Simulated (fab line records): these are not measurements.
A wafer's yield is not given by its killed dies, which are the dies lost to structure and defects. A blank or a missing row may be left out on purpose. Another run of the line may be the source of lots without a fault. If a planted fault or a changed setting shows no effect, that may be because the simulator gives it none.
A struck lot beside a sound one | flow sky130 | 35 out of 708 route steps
Sound: these wafers, L132.2, L132.4, L132.6. Struck: wafer L141.2 (L141.5, L141.6, from the same lot, were not struck and are left out); the cause is given at the end.
For every step that has rows: the tool of each side, followed by ch and its chambers, followed by its first start. Under that, the readings that differ: sound wafers | struck wafers | difference of the means | sigmas: that difference in standard deviations of wafers without a fault.
alike: readings whose means differ by less than 2 such deviations, and words and numbers that are the same on both sides. not compared: withheld readings, readings that some wafer has no value for, bounds like >300 that may hide the same value, and numbers for which the record gives no deviation and whose values overlap.
Wherever a step has rows on one side only, a row that says differs or no value, or a row with sigmas, the two part there. Numbers that don't overlap but have no deviation are shown without sigmas and don't part them. A reading missing from all wafers of one side parts the sides only when that side holds two or more wafers.

first, 8 steps without rows for these wafers: SKY_VIA2_ETCH_14 (etches BARC in N2/H2, stops on SiO2, time 45.9 s, target depth 60 nm); SKY_VIA2_ETCH_15 (etches SiO2 in C4F8/O2/Ar, stops on TiN, target depth 546 nm, time 84 s); SKY_VIA2_STRIP_16 (strips in O2/N2); SKY_VIA2_STRIP_17 (strips in post etch residue remover, time 1200 s); SKY_VIA2_CLEAN_18 (cleans in IPA, time 180 s); SKY_VIA2_CLEAN_19 (cleans in O3/DIW); SKY_VIA2_SPUTTER_20 (material TiN, target thk 20 nm, time 80 s); SKY_VIA2_CVD_21 (deposits W, target thk 420 nm, time 126.4 s).
SKY_VIA2_CMP_24: polishes, stops on SiO2, t overpolish 20 s, target thk 0 nm.
  sound on cmp-01 ch 0,1,2, day 37 01:34; struck on cmp-02 ch 0, day 39 22:46
  alike: motor current A, overpolish run s, time to endpoint s
then, 25 steps without rows for these wafers: SKY_METAL3_SPUTTER_00 (material Ti, target thk 15 nm, time 10 s); SKY_METAL3_SPUTTER_01 (material TiN, target thk 20 nm, time 16.7 s); SKY_METAL3_SPUTTER_02 (material AlCu, target thk 735 nm, time 39.1 s); SKY_METAL3_SPUTTER_03 (material Ti, target thk 5 nm, time 3.3 s); SKY_METAL3_SPUTTER_04 (material TiN, target thk 70 nm, time 58.3 s); SKY_CAPM_CVD_00 (deposits SiO2, target thk 15.5 nm); SKY_CAPM_SPUTTER_02 (material TiN, target thk 200 nm, time 166.7 s); SKY_CAPM_DEHYDRATE_05 (time 60 s); SKY_CAPM_HMDS_06 (prime time 60 s); SKY_CAPM_COAT_07 (resist thk 1140 nm); SKY_CAPM_SOFTBAKE_08 (time 60 s); SKY_CAPM_EXPOSE_09 (exposes mask CAPM, target cd 1000 nm); SKY_CAPM_PEB_10; SKY_CAPM_DEVELOP_11 (develop time 60 s); SKY_CAPM_METAL_ETCH_13 (etches TiN in Cl2/BCl3, stops on SiO2, target depth 220 nm, time 62.9 s); SKY_CAPM_STRIP_14 (strips in O2/N2); SKY_CAPM_STRIP_15 (strips in post etch residue remover, time 1200 s); SKY_CAPM_CLEAN_16 (cleans in IPA, time 180 s); SKY_CAPM_CLEAN_17 (cleans in O3/DIW); SKY_METAL3_DEHYDRATE_05 (time 60 s); SKY_METAL3_HMDS_06 (prime time 60 s); SKY_METAL3_COAT_07 (resist thk 60 nm); SKY_METAL3_COAT_08 (resist thk 1140 nm); SKY_METAL3_SOFTBAKE_09 (time 90 s); SKY_METAL3_EXPOSE_10 (exposes mask MM3, target cd 300 nm).
-- the record jumps here: 9 days lie between the struck wafers' starts before and after (it left off in module METAL3 and takes up again in module PAD_OPEN, whose first step shown is number 708 of the route) --
SKY_PAD_OPEN_PROBE_99:
  struck on prober-02, day 48 13:40; sound on prober-01, day 46 07:08
  reading                               | sound             | struck | difference | sigmas
  defect limited yield (%)              | 82.5 82.3 80.9    | 64.8   | -17.1      | -9
  killed_at_M0_to_M3                    | 54 42 53          | 129    | +79        | +11
  killed dies                           | 86 87 94          | 173    | +84        | +9
  killed on rim                         | 16 13 14          | 32     | +18        | +5
  killed short                          | 44 35 47          | 28     | -14        | -2
  sort_bin_3_pad_short (%)              | 1.6 1.0 1.4       | 3.0    | +1.7       | +4
  sort_bin_5_function (%)               | 10.8 11.0 11.4    | 22.6   | +11.5      | +8
  sort_bin_6_memory (%)                 | 5.1 5.7 6.3       | 9.6    | +3.9       | +4
  sort n pass                           | 406 405 398       | 319    | -84        | -9
  sort yield pct (%)                    | 82.5 82.3 80.9    | 64.8   | -17.1      | -9
  model.etest.tester.sort n pass        | 406 405 398       | 319    | -84        |
  model.etest.tester.sort yield pct (%) | 82.52 82.32 80.89 | 64.84  | -17.07     |
  model.etest.tester.sort_bin_5_pct (%) | 10.77 10.98 11.38 | 22.56  | +11.52     |
  model.etest.tester.sort_bin_6_pct (%) | 5.081 5.691 6.301 | 9.553  | +3.862     |
  model.etest.tester.sort_bin_3_pct (%) | 1.626 1.016 1.423 | 3.049  | +1.694     |
  alike: killed_at_M4_up, killed at contacts, killed at front end, killed at other, killed open

== WHERE THEY PART ==
Only at SKY_PAD_OPEN_PROBE_99, within this record.

WHY: what the simulator had put in
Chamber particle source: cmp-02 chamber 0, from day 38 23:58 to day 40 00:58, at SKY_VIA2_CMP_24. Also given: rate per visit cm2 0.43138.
